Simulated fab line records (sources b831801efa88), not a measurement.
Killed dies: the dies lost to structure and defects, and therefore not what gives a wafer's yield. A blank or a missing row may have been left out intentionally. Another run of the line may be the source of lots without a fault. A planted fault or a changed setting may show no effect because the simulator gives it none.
The tool behind it: which one? ; flow gf180mcu ; 42 wafers from 14 lots sampled at 4 of the route's 602 steps

== WHAT THE GAUGES SHOWED, per wafer ==
GF_PSD_CD_MEAS_07: the cd target is 400 nm.
lot;measured;on;cd-nm (nm)
L838;day 14 02:48;cd-sem-01;403.2 402.5 403.2
L839;day 14 10:51;cd-sem-02;398.7 398.0 401.8
L840;day 14 18:37;cd-sem-01;398.5 396.2 396.8
L841;day 15 03:24;cd-sem-02;402.8 400.6 401.4
L845;day 16 19:57;cd-sem-02;404.1 402.8 403.1
L846;day 17 01:03;cd-sem-02;397.8 396.0 397.7
L848;day 17 18:58;cd-sem-01;399.2 400.4 398.6
L849;day 18 03:10;cd-sem-01;398.0 398.6 399.5
L851;day 18 19:48;cd-sem-01;399.7 398.7 399.4
L854;day 19 18:31;cd-sem-02;399.4 402.2 400.5
L855;day 20 06:04;cd-sem-01;404.4 401.5 405.6
L859;day 21 11:03;cd-sem-01;402.2 405.8 404.2
L860;day 21 17:55;cd-sem-02;402.3 397.9 399.8
L861;day 22 14:43;cd-sem-01;406.0 407.4 405.6

GF_PSD_RS_MEAS_14: uses a four-point probe to measure.
lot;measured;on;NSD_RS (ohm/sq)
L838;day 14 03:24;film-metro-04;45.92 46.04 46.14
L839;day 14 11:27;film-metro-04;46.16 46.32 46.25
L840;day 14 19:13;film-metro-02;46.16 46.16 46.11
L841;day 15 04:01;film-metro-03;46.11 46.13 46.15
L845;day 16 20:33;film-metro-03;45.98 46.18 46.20
L846;day 17 01:39;film-metro-02;46.05 46.06 46.06
L848;day 17 19:34;film-metro-02;46.27 46.13 46.15
L849;day 18 03:46;film-metro-03;46.11 46.14 46.18
L851;day 18 20:30;film-metro-02;45.99 46.11 45.96
L854;day 19 19:10;film-metro-03;46.22 46.27 46.16
L855;day 20 06:46;film-metro-02;46.18 46.23 46.22
L859;day 21 11:42;film-metro-02;46.20 46.16 46.13
L860;day 21 18:31;film-metro-04;46.16 46.01 46.14
L861;day 22 15:19;film-metro-03;46.21 46.19 46.20

== WHAT TOOL EACH LOT RAN ON (gives the tool, then ch and the chambers of the sampled wafers, and finally the start) ==
lot;GF_VT_IMPLANT_STRIP_31;GF_PSD_RTA_13
L838;plasma-asher-01 ch 0,1, day 6 22:26;rtp-anneal-01 ch 0, day 14 03:18
L839;plasma-asher-01 ch 0,1, day 7 03:14;rtp-anneal-02 ch 0, day 14 11:21
L840;plasma-asher-02 ch 0,1, day 7 08:41;rtp-anneal-01 ch 0, day 14 19:08
L841;plasma-asher-01 ch 0,1, day 7 14:42;rtp-anneal-01 ch 0, day 15 03:55
L845;plasma-asher-01 ch 0,1, day 8 21:14;rtp-anneal-02 ch 0, day 16 20:28
L846;plasma-asher-01 ch 0,1, day 9 02:41;rtp-anneal-02 ch 0, day 17 01:34
L848;plasma-asher-01 ch 0, day 9 14:18;rtp-anneal-01 ch 0, day 17 19:29
L849;plasma-asher-01 ch 0,1, day 9 22:42;rtp-anneal-01 ch 0, day 18 03:41
L851;plasma-asher-04 ch 0,1, day 10 07:02;rtp-anneal-01 ch 0, day 18 20:20
L854;plasma-asher-04 ch 0,1, day 11 03:15;rtp-anneal-01 ch 0, day 19 19:05
L855;plasma-asher-04 ch 0, day 11 12:00;rtp-anneal-01 ch 0, day 20 06:36
L859;plasma-asher-04 ch 0,1, day 12 16:39;rtp-anneal-01 ch 0, day 21 11:37
L860;plasma-asher-01 ch 0, day 12 20:27;rtp-anneal-01 ch 0, day 21 18:26
L861;plasma-asher-02 ch 1, day 13 09:17;rtp-anneal-02 ch 0, day 22 15:14
- GF_VT_IMPLANT_STRIP_31: strips in O2/N2.
- GF_PSD_RTA_13: time 20 s.

== WHAT THE TOOLS THEMSELVES READ (means of the sampled wafers that have a number; where no wafer has one, the mark that the record gives instead) ==
GF_VT_IMPLANT_STRIP_31.
lot;tool;drypump-motor-current-A (A);heater-power-w (W);n2-flow-sccm (sccm);o2-flow-sccm (sccm);oes-product-au (a.u.);strip-time-to-endpoint-s (s)
L838;plasma-asher-01;5.6;339;299.4;2993;0.711;12.71
L839;plasma-asher-01;5.6;324;299.9;3004;0.715;12.62
L840;plasma-asher-02;5.9;320;300.4;2989;0.716;12.69
L841;plasma-asher-01;5.6;321;300.5;2993;0.718;12.69
L845;plasma-asher-01;5.7;327;300.0;3001;0.716;12.63
L846;plasma-asher-01;5.6;322;301.2;2402;0.708;12.80
L848;plasma-asher-01;5.7;342;299.5;2396;0.713;12.78
L849;plasma-asher-01;5.6;317;299.7;2404;0.705;12.81
L851;plasma-asher-04;5.9;348;299.6;3008;0.716;12.69
L854;plasma-asher-04;5.8;351;300.1;2988;0.717;12.66
L855;plasma-asher-04;4.7;344;299.8;3007;0.719;12.65
L859;plasma-asher-04;5.8;351;299.6;3007;0.715;12.64
L860;plasma-asher-01;5.7;340;299.5;3011;0.712;12.67
L861;plasma-asher-02;5.2;392;299.8;3002;0.715;12.65

GF_PSD_RTA_13.
lot;tool;lamp-power-pct (%);wafer_temp_C_max
L838;rtp-anneal-01;35.4;1027.4
L839;rtp-anneal-02;30.3;1029.1
L840;rtp-anneal-01;35.4;1027.4
L841;rtp-anneal-01;35.3;1027.0
L845;rtp-anneal-02;30.3;1028.7
L846;rtp-anneal-02;30.3;1028.6
L848;rtp-anneal-01;35.3;1026.6
L849;rtp-anneal-01;35.4;1027.8
L851;rtp-anneal-01;35.3;1027.1
L854;rtp-anneal-01;35.3;1027.0
L855;rtp-anneal-01;35.4;1026.9
L859;rtp-anneal-01;35.3;1026.6
L860;rtp-anneal-01;35.3;1027.7
L861;rtp-anneal-02;30.3;1028.3

== THE ANSWER, worked out from the rows above alone ==
Rule: the usual values come from the lots themselves. The widest of any qualifying gaps counts: lots, ordered by their means at a reading, are off when they make up no more than a third of the lots, leave a main group of 4 or more, and stand apart from it by 3 or more times the standard deviation of that group's means. The tables above print the reading to a certain number of digits; a main group whose means all agree to those digits is not used. Also off: a lot with no number at a reading for which 4 or more lots have one. All remaining lots with rows at the step are treated as sound. First the gauges in route order, then the tools' own readings, where a lot's mean is used as printed above. At the first step where some lot is off, the reading lying furthest off is the one used; lots without a number count as furthest.
Off: L846, L848, L849 (GF_VT_IMPLANT_STRIP_31, o2-flow-sccm). For the main group the mean is 3000 sccm and the standard deviation 7.8.
A tool fits if, at that step or a process step before it, it ran every lot that is off, and no sound lot after the first of them. None of those tried fits.

== WHAT THE SIMULATOR HAD INSERTED ==
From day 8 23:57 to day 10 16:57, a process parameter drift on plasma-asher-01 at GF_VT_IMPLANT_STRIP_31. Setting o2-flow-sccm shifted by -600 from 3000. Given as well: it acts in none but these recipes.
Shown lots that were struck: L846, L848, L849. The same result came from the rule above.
